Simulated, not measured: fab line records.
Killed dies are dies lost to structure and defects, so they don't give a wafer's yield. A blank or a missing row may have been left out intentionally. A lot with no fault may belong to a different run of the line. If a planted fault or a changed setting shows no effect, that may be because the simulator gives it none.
A struck lot beside a sound one    flow gf180mcu    32 out of 602 route steps
Sound: these wafers, L145.2, L145.4, L145.6. The struck wafers were L149.3, L149.4, L149.5. The cause is given at the end.
Each step with rows lists, per side, the tool, then ch with its chambers, then its first start. Under that, the readings that differ: sound wafers    struck wafers    difference of the means    sigmas: that difference in standard deviations of wafers without a fault.
alike: readings with means less than 2 such deviations apart, plus words and numbers identical on both sides. not compared: withheld readings, readings lacking a value on some wafer, bounds such as >300 that could conceal the same value, and numbers that have no deviation in the record and whose values overlap.
Wherever a step has rows on one side only, a row that says differs or no value, or a row with sigmas, the two part there. When numbers do not overlap yet have no deviation, they are printed without sigmas and do not part them. A reading missing from all wafers of one side parts the sides only when that side holds two or more wafers.

first, 1 step without rows for these wafers: GF_HV_LDD_CVD_56 (deposits Si3N4 from DCS/NH3, target thk 90 nm, time 1543 s).
GF_HV_LDD_THK_MEAS_57:
  sound on filmMetro-02, day 16 18:26; struck on filmMetro-04, day 18 06:47
  alike: HV_LDD_CVD_56_THK
GF_HV_LDD_ETCHBACK_58: etches Si3N4 in CH3F/O2, stops on SiO2, time 100 s, target depth 90 nm.
  sound on rieDiel-01 ch 1,2, day 16 18:29; struck on rieDiel-01 ch 0,1,3, day 18 06:50
  alike: biasW, drypumpMotorCurrentA, oesProductAu, throttleValvePct
  not compared: rfHoursCounterH
then, 7 steps without rows for these wafers: GF_NSD_DEHYDRATE_00 (time 60 s); GF_NSD_HMDS_01 (prime time 60 s); GF_NSD_COAT_02 (resist thk 1000 nm); GF_NSD_SOFTBAKE_03 (time 60 s); GF_NSD_EXPOSE_04 (exposes mask Nplus, target cd 400 nm); GF_NSD_PEB_05; GF_NSD_DEVELOP_06 (develop time 60 s).
GF_NSD_CD_MEAS_07 targets a cd of 400 nm.
  sound on cdSem-01, day 17 17:37; struck on cdSem-02, day 19 06:50
  alike: cdNm
GF_NSD_OVL_MEAS_08:
  sound on overlay-02, day 17 17:43; struck on overlay-02, day 19 06:55
  alike: NSD_OVL
GF_NSD_IMPLANT_09:
  sound on implanter-04 ch 0, day 17 17:46; struck on implanter-04 ch 0, day 19 07:00
reading                   sound                 struck                difference  sigmas
beamEnergyKeV             59.975 59.996 60.000  73.144 73.131 73.137  +13.147     +99 or more
model.implant.rpNm (nm)   36.31 36.31 36.31     45.24 45.24 45.24     +8.93       
model.implant.drpNm (nm)  16.15 16.15 16.15     18.8 18.8 18.8        +2.7        
  alike: tiltDeg
next, for these wafers, 1 step has no rows: GF_NSD_IMPLANT_10.
GF_NSD_STRIP_11: strips in O2/N2.
  sound on plasmaAsher-02 ch 1, day 17 18:03; struck on plasmaAsher-03 ch 0,1, day 19 07:17
reading                   sound              struck             difference  sigmas
oesProductAu (a.u.)       0.486 0.489 0.487  0.455 0.459 0.467  -0.027      -6
stripTimeToEndpointS (s)  23.02 22.99 23.00  24.83 24.76 24.82  +1.80       +43
  alike: drypumpMotorCurrentA, heaterPowerW
  not compared: rfHoursCounterH
GF_NSD_TW_MEAS_12:
  sound on filmMetro-02, day 17 18:10; struck on filmMetro-04, day 19 07:22
reading  sound           struck          difference  sigmas
NSD_TW   4229 4206 4235  4387 4377 4393  +162        +4
then, 7 steps without rows for these wafers: GF_PSD_DEHYDRATE_00 (time 60 s); GF_PSD_HMDS_01 (prime time 60 s); GF_PSD_COAT_02 (resist thk 1000 nm); GF_PSD_SOFTBAKE_03 (time 60 s); GF_PSD_EXPOSE_04 (exposes mask Pplus, target cd 400 nm); GF_PSD_PEB_05; GF_PSD_DEVELOP_06 (develop time 60 s).
GF_PSD_CD_MEAS_07 targets a cd of 400 nm.
  sound on cdSem-01, day 18 17:04; struck on cdSem-02, day 20 06:33
  alike: cdNm
GF_PSD_OVL_MEAS_08:
  sound on overlay-01, day 18 17:10; struck on overlay-02, day 20 06:38
  alike: PSD_OVL
next, for these wafers, 1 step has no rows: GF_PSD_IMPLANT_09.
GF_PSD_STRIP_10: strips in O2/N2.
  sound on plasmaAsher-02 ch 0,1, day 18 17:21; struck on plasmaAsher-04 ch 0,1, day 20 06:51
  alike: drypumpMotorCurrentA, heaterPowerW, oesProductAu, stripTimeToEndpointS
  not compared: rfHoursCounterH
GF_PSD_TW_MEAS_11:
  sound on filmMetro-02, day 18 17:28; struck on filmMetro-04, day 20 06:56
  alike: PSD_TW
then, 1 step without rows for these wafers: GF_PSD_CLEAN_12 (cleans in SC1/SC2, time 150 s).
GF_PSD_RTA_13: time 20 s.
  sound on rtpAnneal-02 ch 0, day 18 17:35; struck on rtpAnneal-01 ch 0, day 20 07:04
  alike: lampPowerPct, wafer_temp_C_max
GF_PSD_RS_MEAS_14: a four-point-probe measurement.
  sound on filmMetro-04, day 18 17:40; struck on filmMetro-04, day 20 07:26
reading          sound              struck             difference  sigmas
NSD_RS (ohm/sq)  46.07 46.21 46.09  42.59 42.69 42.66  -3.48       -47
  not compared: hold
GF_PASSIVATION_PROBE_99:
  the record holds rows for the sound wafers here (prober-01, day 32 20:20) but none for the struck ones

WHERE THEY PART
Last at GF_PASSIVATION_PROBE_99 as far as this record goes, first at GF_NSD_IMPLANT_09.

WHY: what the simulator had put in
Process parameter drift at GF_NSD_IMPLANT_09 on implanter-04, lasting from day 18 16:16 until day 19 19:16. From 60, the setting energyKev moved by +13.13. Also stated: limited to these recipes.
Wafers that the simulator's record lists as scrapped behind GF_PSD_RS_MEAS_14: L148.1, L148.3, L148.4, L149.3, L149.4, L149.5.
